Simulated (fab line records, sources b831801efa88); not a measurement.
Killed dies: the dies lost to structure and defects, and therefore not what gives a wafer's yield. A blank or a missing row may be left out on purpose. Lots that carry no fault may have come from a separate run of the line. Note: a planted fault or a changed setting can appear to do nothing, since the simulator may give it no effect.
Check for tools in common    flow gf180mcu    12 lots, 36 wafers sampled

## WHY IT WAS OPENED
At GF_V1_THK_MEAS_01 the reading V1_CVD_00_THK is flagged on 2 of 12 lots. No-fault wafers: 601 nm, standard deviation 8.3.
Rule: a lot is flagged when every wafer of it that has a number lies more than 4 standard deviations from that mean, or none has a number. The rest of the lots are taken to be sound.

lot   measured      on             V1_CVD_00_THK (nm), wafer by wafer  flag
L918  day 17 06:05  film_metro-02  605 603 595                         
L919  day 17 16:38  film_metro-02  603 598 597                         
L920  day 17 21:34  film_metro-03  602 608 603                         
L921  day 18 08:45  film_metro-02  728 725 725                         FLAGGED
L924  day 19 12:08  film_metro-01  716 716 720                         FLAGGED
L933  day 22 23:49  film_metro-03  594 588 596                         
L936  day 23 18:53  film_metro-02  606 598 607                         
L937  day 24 01:10  film_metro-01  599 596 611                         
L938  day 24 04:53  film_metro-02  602 586 603                         
L939  day 24 14:53  film_metro-03  603 600 589                         
L940  day 24 21:52  film_metro-02  599 596 599                         
L941  day 25 07:26  film_metro-01  601 585 607                         
Average over the flagged lots: 722 nm; offset from the usual +121 nm, equal to +15 standard deviations.

## WHICH TOOL RAN EACH LOT
The record holds 3 process steps before the reading, out of a route of 602 steps. Each cell gives the tool, then ch followed by the chambers the sampled wafers passed through, then the start.
lot   flag     GF_CONTACT_CVD_24              GF_CONTACT_CMP_27              GF_V1_CVD_00
L918           cvd_w-02 ch 0,1, day 16 05:12  cmp-02 ch 0,1,3, day 16 05:35  hdpcvd-01 ch 0,1,2, day 17 06:01
L919           cvd_w-02 ch 0,1, day 16 15:36  cmp-02 ch 0,1,2, day 16 15:59  hdpcvd-01 ch 0,2, day 17 16:34
L920           cvd_w-02 ch 0,1, day 16 20:16  cmp-02 ch 1,3, day 16 20:36    hdpcvd-02 ch 0,2, day 17 21:29
L921  FLAGGED  cvd_w-01 ch 0,1, day 17 07:24  cmp-01 ch 0,3, day 17 07:44    hdpcvd-01 ch 0,1,2, day 18 08:40
L924  FLAGGED  cvd_w-02 ch 0,1, day 18 09:59  cmp-02 ch 0,3, day 18 10:16    hdpcvd-01 ch 0,1, day 19 12:04
L933           cvd_w-01 ch 0,1, day 21 22:34  cmp-02 ch 0,1,2, day 21 22:49  hdpcvd-01 ch 0,2, day 22 23:44
L936           cvd_w-02 ch 0,1, day 22 18:27  cmp-01 ch 0,1, day 22 18:44    hdpcvd-02 ch 0,1, day 23 18:49
L937           cvd_w-01 ch 1, day 23 00:32    cmp-01 ch 0,2,3, day 23 01:01  hdpcvd-02 ch 0,1, day 24 01:04
L938           cvd_w-01 ch 0,1, day 23 04:50  cmp-02 ch 0,2,3, day 23 05:08  hdpcvd-01 ch 0,1, day 24 04:48
L939           cvd_w-02 ch 0, day 23 14:50    cmp-02 ch 0,1,3, day 23 15:10  hdpcvd-01 ch 0,1, day 24 14:49
L940           cvd_w-02 ch 0,1, day 23 22:23  cmp-02 ch 1,3, day 23 22:40    hdpcvd-01 ch 0,2, day 24 21:47
L941           cvd_w-02 ch 0,1, day 24 08:26  cmp-02 ch 1,2,3, day 24 08:50  hdpcvd-01 ch 0,1,2, day 25 07:23
These steps, and what they do:
- GF_CONTACT_CVD_24: deposits W, target thk 300 nm, time 90.339 s.
- GF_CONTACT_CMP_27: polishes, stops on SiO2, t overpolish 15 s, target thk 0 nm.
- GF_V1_CVD_00: deposits SiO2, target thk 600 nm, time 100 s.
- GF_V1_THK_MEAS_01

## FLAGGED OVER TOTAL, TOOL BY TOOL (the gauges that took the reading come last)
step               tool           lots run  flagged  share of the flagged lots  sound lots run after its first flagged lot
GF_CONTACT_CVD_24  cvd_w-01       4         1        some                       3 (L933,L937,L938)
GF_CONTACT_CVD_24  cvd_w-02       8         1        some                       4 (L936,L939,L940,L941)
GF_CONTACT_CMP_27  cmp-01         3         1        some                       2 (L936,L937)
GF_CONTACT_CMP_27  cmp-02         9         1        some                       5 (L933,L938,L939,L940,L941)
GF_V1_CVD_00       hdpcvd-01      9         2        all                        5 (L933,L938,L939,L940,L941)
GF_V1_CVD_00       hdpcvd-02      3         0        none                       -
GF_V1_THK_MEAS_01  film_metro-01  3         1        some                       2 (L937,L941)
GF_V1_THK_MEAS_01  film_metro-02  6         1        some                       3 (L936,L938,L940)
GF_V1_THK_MEAS_01  film_metro-03  3         0        none                       -

## THE TABLE: WHAT IT ALLOWS
All flagged lots share 1 row of the table, namely hdpcvd-01 at GF_V1_CVD_00.
- hdpcvd-01 at GF_V1_CVD_00: 2 of its 9 lots flagged. After the first flagged lot (L933, L938, L939, L940, L941), sound lots still ran on it; a lasting fault on the whole tool would not permit that. Its own readings lie more than 4 standard deviations out on every wafer of the flagged lots: sih4_flow_sccm.
No row of the table ran every flagged lot and no sound lot after the first.

## WHAT THE SIMULATOR PUT IN
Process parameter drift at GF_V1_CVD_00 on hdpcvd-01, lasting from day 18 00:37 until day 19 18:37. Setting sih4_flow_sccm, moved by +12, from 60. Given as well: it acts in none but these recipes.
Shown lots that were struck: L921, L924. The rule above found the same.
